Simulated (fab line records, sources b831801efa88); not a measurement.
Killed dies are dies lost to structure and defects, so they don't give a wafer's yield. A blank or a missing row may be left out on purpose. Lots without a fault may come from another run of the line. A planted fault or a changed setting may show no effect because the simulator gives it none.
fab line records | flow sky130
record lots=15 wafers=45 last_day=50
route steps=708 shown FIELD_ISO@20 PAD_OPEN@708
lots that met no fault: from a run of the same line without faults
start_h: hours from the record's first day to the start of the lot's first wafer shown | wait_h: hours since the lot's step before | " the same as in the row above | L1.1+2: a row that stands for several wafers | - no value, or no start given | * or withheld: withheld | < > ~ a bound
route shown NAME@n: a module of which the file shows steps, and the number in the route of the first | usual: mean/standard deviation of fault-free wafers | same: alike in all rows | chamber/n: place in a boat | sites: the reading at each site | _std_site: their standard deviation | _edge_site: outer sites' mean less inner sites' | radius_mm: how far each site lies from the wafer's centre | mask NAME#n: copy n | behind: the tool/chamber that last shaped the wafer | hold: why the lot was held/for how many hours/how that ended | device: the transistor (n, p or np) that didn't switch | end of line: the same wafers' tests at the end of the route | a step without rows: its recipe alone | killed: dies lost to structure and defects at the first sort, not the wafer's yield | map: a wafer's dies, x killed, . not, _ none there
set.NAME: the setting as run; set.NAME@STEP: as run at that earlier step | model.NAME: the simulator's own value behind a step, which no gauge read
steps of the route over a sample of lots; a table a step, a row a wafer
## steps
# step SKY_FIELD_ISO_CLEAN_19
# recipe chemistry=SC1/SC2 mix=1:4:20 temp_c=70 time_s=150
# columns lot.wafer tool chamber start_h wait_h
L734.1+4+6 wet_bench-03 3 29.23 0.0
L735.1+3+4 wet_bench-03 0 34.94 0.0
L737.1+3+6 wet_bench-03 1 45.20 0.0
L738.1+3+5 wet_bench-04 1 49.93 0.0
L739.2+3+4 wet_bench-03 3 53.93 0.0
L740.1+2+5 wet_bench-02 3 59.82 0.0
L741.2+4+5 wet_bench-04 1 64.83 0.0
L742.2+4+6 wet_bench-03 0 69.58 0.0
L744.1+2+5 wet_bench-03 1 80.97 0.0
L745.1+3+6 wet_bench-03 3 87.95 0.0
L747.1+2+4 wet_bench-03 1 96.52 0.0
L748.2+3+4 wet_bench-04 1 101.40 0.0
L749.2+3+6 wet_bench-03 0 107.47 0.0
L750.2+4+5 wet_bench-04 3 112.36 0.0
L757.1+2+4 wet_bench-04 0 150.00 0.0
# step SKY_PAD_OPEN_PROBE_99
# usual killed_at_M0_to_M3=44/7.2 killed_at_M4_up=3.4/2.1 killed_at_contacts=24/5.5 killed_at_front_end=15/4.6 killed_at_other=0.4/0.64 killed_dies=86/9.1 killed_open=47/7.5 killed_short=39/5.8
# same gross_dies=492 killed_at_back_side=0
# columns lot.wafer tool chamber start_h wait_h hold killed_at_M0_to_M3 killed_at_M4_up killed_at_contacts killed_at_front_end killed_at_other killed_dies killed_open killed_short
L734.1 prober-01 - 1066.41 0.1 - 46 1 17 18 0 82 50 32
L734.4 prober-01 - 1066.56 0.2 - 41 8 21 18 0 88 51 37
L734.6 prober-01 - 1066.66 0.2 - 47 4 23 18 1 93 54 39
L735.1 prober-02 - 1078.27 0.1 - 36 4 26 14 0 80 48 32
L735.3 prober-02 - 1078.37 0.2 - 48 3 23 25 1 100 53 46
L735.4 prober-02 - 1078.42 0.2 - 39 1 23 15 0 78 39 39
L738.1 prober-02 - 1099.89 0.1 - 48 2 17 17 0 84 37 47
L738.3 prober-02 - 1099.99 0.2 - 49 4 18 24 0 95 54 39
L738.5 prober-02 - 1100.09 0.2 - 47 1 27 19 0 94 48 45
L737.1 prober-01 - 1101.01 0.1 - 32 0 35 18 0 85 46 39
L737.3 prober-01 - 1101.11 0.2 - 40 6 23 11 1 81 45 36
L737.6 prober-01 - 1101.26 0.2 - 33 9 23 12 0 77 39 38
L739.2 prober-02 - 1102.21 0.1 - 40 3 27 12 0 82 40 42
L739.3 prober-02 - 1102.26 0.2 - 49 2 29 15 1 96 59 37
L739.4 prober-02 - 1102.31 0.2 - 49 0 29 14 0 92 48 44
L740.1 prober-01 - 1114.72 0.1 - 58 4 15 18 0 95 54 41
L740.2 prober-01 - 1114.77 0.1 - 49 2 22 25 2 100 52 48
L740.5 prober-01 - 1114.92 0.2 - 50 1 21 18 1 91 44 46
L741.2 prober-02 - 1116.87 0.1 - 39 3 20 17 0 79 41 38
L741.4 prober-02 - 1116.97 0.2 - 41 7 25 20 0 93 49 44
L741.5 prober-02 - 1117.02 0.2 - 37 6 29 16 1 89 48 41
L742.2 prober-01 - 1122.18 0.1 - 56 7 10 13 0 86 57 29
L742.4 prober-01 - 1122.28 0.2 - 35 0 32 15 1 83 41 42
L742.6 prober-01 - 1122.38 0.2 - 36 1 18 18 1 74 40 33
L744.1 prober-01 - 1135.86 0.1 - 45 6 26 9 1 87 42 45
L744.2 prober-01 - 1135.91 0.1 - 46 4 18 17 0 85 49 36
L744.5 prober-01 - 1136.06 0.2 - 38 7 28 7 0 80 42 38
L745.1 prober-02 - 1144.22 0.1 await_dispo/2.7h/release 35 3 14 50 0 102 32 32
L745.3 prober-02 - 1144.32 0.2 await_dispo/2.7h/release 44 2 22 43 1 112 43 34
L745.6 prober-02 - 1144.47 0.2 await_dispo/2.7h/release 45 2 22 49 0 118 40 42
L747.1 prober-01 - 1148.51 0.1 await_dispo/2.2h/release 47 1 25 68 1 142 50 39
L747.2 prober-01 - 1148.56 0.1 await_dispo/2.2h/release 49 5 24 61 0 139 52 36
L747.4 prober-01 - 1148.66 0.2 await_dispo/2.2h/release 40 4 26 65 2 137 51 31
L749.2 prober-01 - 1155.66 0.1 await_dispo/3.8h/release 32 4 20 76 1 133 39 31
L749.3 prober-01 - 1155.71 0.2 await_dispo/3.8h/release 35 2 18 73 0 128 32 33
L749.6 prober-01 - 1155.86 0.2 await_dispo/3.8h/release 29 7 20 82 0 138 45 38
L748.2 prober-02 - 1157.16 0.1 - 38 2 21 11 0 72 35 37
L748.3 prober-02 - 1157.21 0.2 - 54 7 24 20 1 106 53 53
L748.4 prober-02 - 1157.26 0.2 - 48 6 24 9 0 87 57 30
L750.2 prober-01 - 1163.16 0.1 - 56 7 23 14 1 101 55 46
L750.4 prober-01 - 1163.26 0.2 - 48 2 23 6 0 79 44 35
L750.5 prober-01 - 1163.31 0.2 - 36 3 9 16 0 64 31 32
L757.1 prober-01 - 1205.47 0.1 - 50 4 21 14 0 89 53 35
L757.2 prober-01 - 1205.52 0.1 - 49 2 35 16 0 102 57 45
L757.4 prober-01 - 1205.62 0.2 - 45 6 21 17 0 89 49 40
# killed by level:class
L734.1 VIA1:geometric_particle:open=16 FIELD_ISO:geometric_particle:open=9 VIA3:geometric_particle:open=8 FIELD_ISO:geometric_particle:short=7 CONTACT:geometric_particle:open=7 METAL1:geometric_particle:short=7 VIA2:geometric_particle:open=5 LI_CONTACT:geometric_particle:short=4
L734.4 VIA3:geometric_particle:open=10 VIA1:geometric_particle:open=8 CONTACT:geometric_particle:open=7 FIELD_ISO:geometric_particle:open=6 FIELD_ISO:geometric_particle:short=5 METAL2:geometric_particle:short=5 METAL4:geometric_particle:short=5 LOCAL_INTERCONNECT:geometric_particle:open=4
L734.6 LI_CONTACT:geometric_particle:open=9 VIA1:geometric_particle:open=8 METAL1:geometric_particle:short=7 VIA2:geometric_particle:open=7 CONTACT:geometric_particle:open=6 METAL2:geometric_particle:short=6 VIA3:geometric_particle:open=6 FIELD_ISO:geometric_particle:open=5
L735.1 LI_CONTACT:geometric_particle:open=11 VIA2:geometric_particle:open=8 VIA1:geometric_particle:open=7 CONTACT:geometric_particle:short=6 CONTACT:geometric_particle:open=5 VIA3:geometric_particle:open=5 FIELD_ISO:geometric_particle:short=4 POLY_GATE:geometric_particle:open=4
L735.3 VIA1:geometric_particle:open=10 VIA2:geometric_particle:open=8 VIA3:geometric_particle:open=8 CONTACT:geometric_particle:short=7 POLY_GATE:geometric_particle:short=6 POLY_GATE:geometric_particle:open=6 LI_CONTACT:geometric_particle:open=6 CONTACT:geometric_particle:open=6
L735.4 CONTACT:geometric_particle:open=9 LOCAL_INTERCONNECT:geometric_particle:short=7 VIA3:geometric_particle:open=6 METAL1:geometric_particle:short=6 METAL2:geometric_particle:short=5 VIA1:geometric_particle:open=5 VIA2:geometric_particle:open=5 VIA3:geometric_particle:short=5
L738.1 METAL1:geometric_particle:short=12 VIA1:geometric_particle:open=7 VIA3:geometric_particle:open=6 FIELD_ISO:geometric_particle:short=5 LI_CONTACT:geometric_particle:open=5 CONTACT:geometric_particle:open=5 POLY_GATE:geometric_particle:short=4 VIA2:geometric_particle:short=4
L738.3 VIA1:geometric_particle:open=11 VIA3:geometric_particle:open=7 CONTACT:geometric_particle:open=6 VIA1:geometric_particle:short=6 FIELD_ISO:geometric_particle:open=5 POLY_GATE:geometric_particle:short=5 POLY_GATE:geometric_particle:open=5 LI_CONTACT:geometric_particle:open=5
L738.5 LI_CONTACT:geometric_particle:open=9 CONTACT:geometric_particle:open=8 VIA2:geometric_particle:open=8 METAL1:geometric_particle:short=7 VIA3:geometric_particle:open=7 VIA1:geometric_particle:short=6 VIA1:geometric_particle:open=6 FIELD_ISO:geometric_particle:short=5
L737.1 VIA1:geometric_particle:open=11 LOCAL_INTERCONNECT:geometric_particle:short=10 CONTACT:geometric_particle:open=9 LI_CONTACT:geometric_particle:open=8 POLY_GATE:geometric_particle:open=5 METAL1:geometric_particle:short=5 POLY_GATE:geometric_particle:short=4 VIA1:geometric_particle:short=4
L737.3 LI_CONTACT:geometric_particle:open=10 VIA1:geometric_particle:open=10 VIA2:geometric_particle:open=7 CONTACT:geometric_particle:open=6 METAL1:geometric_particle:short=6 METAL4:geometric_particle:short=5 POLY_GATE:geometric_particle:short=4 VIA1:geometric_particle:short=4
L737.6 VIA1:geometric_particle:open=9 LI_CONTACT:geometric_particle:open=8 METAL2:geometric_particle:short=6 METAL4:geometric_particle:short=6 POLY_GATE:geometric_particle:short=5 VIA3:geometric_particle:open=5 CONTACT:geometric_particle:short=4 CONTACT:geometric_particle:open=4
L739.2 VIA3:geometric_particle:open=10 LI_CONTACT:geometric_particle:open=8 METAL2:geometric_particle:short=8 POLY_GATE:geometric_particle:short=7 CONTACT:geometric_particle:open=7 METAL1:geometric_particle:short=6 LOCAL_INTERCONNECT:geometric_particle:short=4 CONTACT:geometric_particle:short=4
L739.3 CONTACT:geometric_particle:open=13 VIA1:geometric_particle:open=13 LI_CONTACT:geometric_particle:open=7 VIA3:geometric_particle:open=7 VIA2:geometric_particle:open=7 POLY_GATE:geometric_particle:open=5 METAL1:geometric_particle:short=5 VIA1:geometric_particle:short=5
L739.4 CONTACT:geometric_particle:open=12 VIA1:geometric_particle:open=11 VIA3:geometric_particle:open=7 LI_CONTACT:geometric_particle:short=7 METAL2:geometric_particle:short=6 CONTACT:geometric_particle:short=6 FIELD_ISO:geometric_particle:short=4 VIA3:geometric_particle:short=4
L740.1 VIA1:geometric_particle:open=13 VIA3:geometric_particle:open=11 VIA2:geometric_particle:open=8 VIA2:geometric_particle:short=7 FIELD_ISO:geometric_particle:open=6 CONTACT:geometric_particle:open=5 LI_CONTACT:geometric_particle:open=4 METAL1:geometric_particle:short=4
L740.2 VIA2:geometric_particle:open=11 POLY_GATE:geometric_particle:open=8 FIELD_ISO:geometric_particle:short=6 LI_CONTACT:geometric_particle:open=6 LOCAL_INTERCONNECT:geometric_particle:short=6 VIA1:geometric_particle:short=6 CONTACT:geometric_particle:open=5 VIA1:geometric_particle:open=5
L740.5 CONTACT:geometric_particle:open=7 METAL1:geometric_particle:short=7 VIA1:geometric_particle:open=7 VIA3:geometric_particle:open=7 FIELD_ISO:geometric_particle:open=6 VIA2:geometric_particle:open=6 VIA2:geometric_particle:short=6 VIA3:geometric_particle:short=5
L741.2 CONTACT:geometric_particle:open=8 VIA2:geometric_particle:open=7 VIA1:geometric_particle:open=6 METAL3:geometric_particle:short=6 POLY_GATE:geometric_particle:open=5 LI_CONTACT:geometric_particle:open=5 VIA1:geometric_particle:short=5 LOCAL_INTERCONNECT:geometric_particle:short=4
L741.4 VIA1:geometric_particle:open=15 CONTACT:geometric_particle:open=8 METAL2:geometric_particle:short=6 FIELD_ISO:geometric_particle:open=5 CONTACT:geometric_particle:short=5 LOCAL_INTERCONNECT:geometric_particle:short=5 METAL4:geometric_particle:short=5 METAL1:geometric_particle:short=4
L741.5 CONTACT:geometric_particle:open=15 VIA1:geometric_particle:open=9 POLY_GATE:geometric_particle:open=6 METAL1:geometric_particle:short=6 METAL4:geometric_particle:short=6 LI_CONTACT:geometric_particle:open=5 LOCAL_INTERCONNECT:geometric_particle:short=5 FIELD_ISO:geometric_particle:short=4
L742.2 VIA1:geometric_particle:open=13 VIA2:geometric_particle:open=9 FIELD_ISO:geometric_particle:open=8 VIA3:geometric_particle:open=8 METAL2:geometric_particle:short=6 CONTACT:geometric_particle:open=5 VIA2:geometric_particle:short=4 METAL3:geometric_particle:short=4
L742.4 CONTACT:geometric_particle:open=9 VIA3:geometric_particle:open=7 LI_CONTACT:geometric_particle:short=6 FIELD_ISO:geometric_particle:open=5 LOCAL_INTERCONNECT:geometric_particle:short=5 CONTACT:geometric_particle:short=5 METAL1:geometric_particle:short=5 METAL2:geometric_particle:short=5
L742.6 VIA1:geometric_particle:open=9 METAL2:geometric_particle:short=7 CONTACT:geometric_particle:open=6 LI_CONTACT:geometric_particle:open=5 METAL1:geometric_particle:short=5 VIA3:geometric_particle:open=5 FIELD_ISO:geometric_particle:short=4 FIELD_ISO:geometric_particle:open=4
L744.1 VIA1:geometric_particle:open=13 CONTACT:geometric_particle:open=11 METAL1:geometric_particle:short=6 VIA3:geometric_particle:short=6 CONTACT:geometric_particle:short=5 LOCAL_INTERCONNECT:geometric_particle:short=4 VIA2:geometric_particle:open=4 METAL4:geometric_particle:short=4
L744.2 VIA1:geometric_particle:open=11 VIA3:geometric_particle:short=7 VIA3:geometric_particle:open=6 CONTACT:geometric_particle:open=6 METAL2:geometric_particle:short=6 LI_CONTACT:geometric_particle:open=5 POLY_GATE:geometric_particle:open=4 POLY_GATE:geometric_particle:short=4
L744.5 CONTACT:geometric_particle:open=11 VIA1:geometric_particle:open=7 METAL3:geometric_particle:short=6 LI_CONTACT:geometric_particle:open=6 CONTACT:geometric_particle:short=6 VIA3:geometric_particle:open=6 METAL2:geometric_particle:short=5 VIA2:geometric_particle:open=5
L745.1 FIELD_ISO:unspecified=38 VIA3:geometric_particle:open=8 CONTACT:geometric_particle:short=6 LI_CONTACT:geometric_particle:open=4 METAL1:geometric_particle:short=4 VIA2:geometric_particle:open=4 POLY_GATE:geometric_particle:short=3 POLY_GATE:geometric_particle:open=3
L745.3 FIELD_ISO:unspecified=35 VIA1:geometric_particle:open=13 LI_CONTACT:geometric_particle:open=7 CONTACT:geometric_particle:open=6 METAL1:geometric_particle:short=6 VIA3:geometric_particle:open=5 FIELD_ISO:geometric_particle:short=4 VIA1:geometric_particle:short=4
L745.6 FIELD_ISO:unspecified=36 VIA1:geometric_particle:open=11 LI_CONTACT:geometric_particle:open=8 METAL1:geometric_particle:short=7 VIA2:geometric_particle:open=7 FIELD_ISO:geometric_particle:open=5 LI_CONTACT:geometric_particle:short=4 VIA1:geometric_particle:short=4
L747.1 FIELD_ISO:unspecified=52 VIA1:geometric_particle:open=11 CONTACT:geometric_particle:open=8 VIA3:geometric_particle:open=7 POLY_GATE:geometric_particle:short=6 LI_CONTACT:geometric_particle:open=6 CONTACT:geometric_particle:short=6 METAL1:geometric_particle:short=6
L747.2 FIELD_ISO:unspecified=51 CONTACT:geometric_particle:open=13 VIA1:geometric_particle:open=13 VIA2:geometric_particle:open=7 METAL2:geometric_particle:short=5 POLY_GATE:geometric_particle:open=4 LI_CONTACT:geometric_particle:open=4 METAL1:geometric_particle:short=4
L747.4 FIELD_ISO:unspecified=53 VIA2:geometric_particle:open=9 CONTACT:geometric_particle:open=8 VIA3:geometric_particle:open=8 VIA1:geometric_particle:open=8 LI_CONTACT:geometric_particle:open=7 POLY_GATE:geometric_particle:open=5 LOCAL_INTERCONNECT:geometric_particle:short=5
L749.2 FIELD_ISO:unspecified=63 CONTACT:geometric_particle:open=8 POLY_GATE:geometric_particle:open=5 CONTACT:geometric_particle:short=5 VIA3:geometric_particle:short=5 VIA3:geometric_particle:open=5 METAL1:geometric_particle:short=3 VIA1:geometric_particle:short=3
L749.3 FIELD_ISO:unspecified=63 VIA1:geometric_particle:open=8 METAL1:geometric_particle:short=8 LI_CONTACT:geometric_particle:open=6 CONTACT:geometric_particle:open=6 VIA1:geometric_particle:short=5 POLY_GATE:geometric_particle:short=3 METAL2:geometric_particle:short=3
L749.6 FIELD_ISO:unspecified=55 VIA1:geometric_particle:open=8 LI_CONTACT:geometric_particle:open=7 CONTACT:geometric_particle:open=7 FIELD_ISO:geometric_particle:open=6 CONTACT:geometric_particle:short=6 FIELD_ISO:geometric_particle:short=5 POLY_GATE:geometric_particle:short=5
L748.2 VIA1:geometric_particle:open=9 LI_CONTACT:geometric_particle:open=7 VIA1:geometric_particle:short=6 CONTACT:geometric_particle:short=5 CONTACT:geometric_particle:open=5 VIA2:geometric_particle:open=5 FIELD_ISO:geometric_particle:short=4 METAL2:geometric_particle:short=4
L748.3 VIA2:geometric_particle:open=11 VIA1:geometric_particle:open=9 CONTACT:geometric_particle:open=9 METAL3:geometric_particle:short=7 FIELD_ISO:geometric_particle:short=6 LI_CONTACT:geometric_particle:open=6 METAL4:geometric_particle:short=6 METAL2:geometric_particle:short=5
L748.4 CONTACT:geometric_particle:open=11 VIA1:geometric_particle:open=10 VIA3:geometric_particle:open=10 LI_CONTACT:geometric_particle:open=5 VIA2:geometric_particle:open=5 VIA3:geometric_particle:short=5 VIA1:geometric_particle:short=4 POLY_GATE:geometric_particle:open=4
L750.2 VIA1:geometric_particle:open=15 LI_CONTACT:geometric_particle:open=10 VIA3:geometric_particle:open=7 METAL4:geometric_particle:short=7 METAL1:geometric_particle:short=6 METAL2:geometric_particle:short=6 VIA2:geometric_particle:open=6 LOCAL_INTERCONNECT:geometric_particle:short=5
L750.4 VIA1:geometric_particle:open=11 CONTACT:geometric_particle:open=9 METAL2:geometric_particle:short=9 VIA3:geometric_particle:open=7 METAL1:geometric_particle:short=6 LI_CONTACT:geometric_particle:open=5 LOCAL_INTERCONNECT:geometric_particle:short=5 VIA2:geometric_particle:open=4
L750.5 VIA2:geometric_particle:open=6 VIA1:geometric_particle:open=6 VIA1:geometric_particle:short=6 CONTACT:geometric_particle:open=5 FIELD_ISO:geometric_particle:short=4 POLY_GATE:geometric_particle:short=4 VIA3:geometric_particle:open=4 METAL1:geometric_particle:short=4
L757.1 CONTACT:geometric_particle:open=12 VIA1:geometric_particle:open=12 METAL2:geometric_particle:short=11 VIA2:geometric_particle:open=9 LI_CONTACT:geometric_particle:open=4 METAL1:geometric_particle:short=4 VIA3:geometric_particle:open=4 FIELD_ISO:geometric_particle:open=3
L757.2 CONTACT:geometric_particle:open=16 VIA1:geometric_particle:open=12 LI_CONTACT:geometric_particle:open=8 METAL3:geometric_particle:short=7 METAL2:geometric_particle:short=6 METAL1:geometric_particle:short=5 VIA1:geometric_particle:short=5 VIA2:geometric_particle:open=5
L757.4 VIA1:geometric_particle:open=15 CONTACT:geometric_particle:open=9 FIELD_ISO:geometric_particle:short=8 VIA1:geometric_particle:short=7 POLY_GATE:geometric_particle:open=5 METAL1:geometric_particle:short=5 VIA3:geometric_particle:open=5 METAL2:geometric_particle:short=4
## key
first_sign step=SKY_PAD_OPEN_PROBE_99 reading=killed_at_front_end direction=up sigmas=10 usual=15 struck=63
effect step=SKY_PAD_OPEN_PROBE_99 reading=killed_dies direction=up sigmas=4.5 usual=86 struck=128
met_at SKY_FIELD_ISO_CLEAN_19
struck_lots L745,L747,L749
tester_left_out L745,L747,L749
onset_between 80.97 87.95
fault kind=chamber_particle_source tool=wet_bench-03 chamber=- onset_h=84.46 steps=SKY_FIELD_ISO_CLEAN_19 rate_per_visit_cm2=1.0277 end_h=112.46
# tester_left_out: of these lots the tester's yield and bins aren't shown, on N5 and GAA mostly nor the transistor test; their killed dies are dies lost to structure and defects alone, not to doping, threshold or leakage, so they don't give the yield
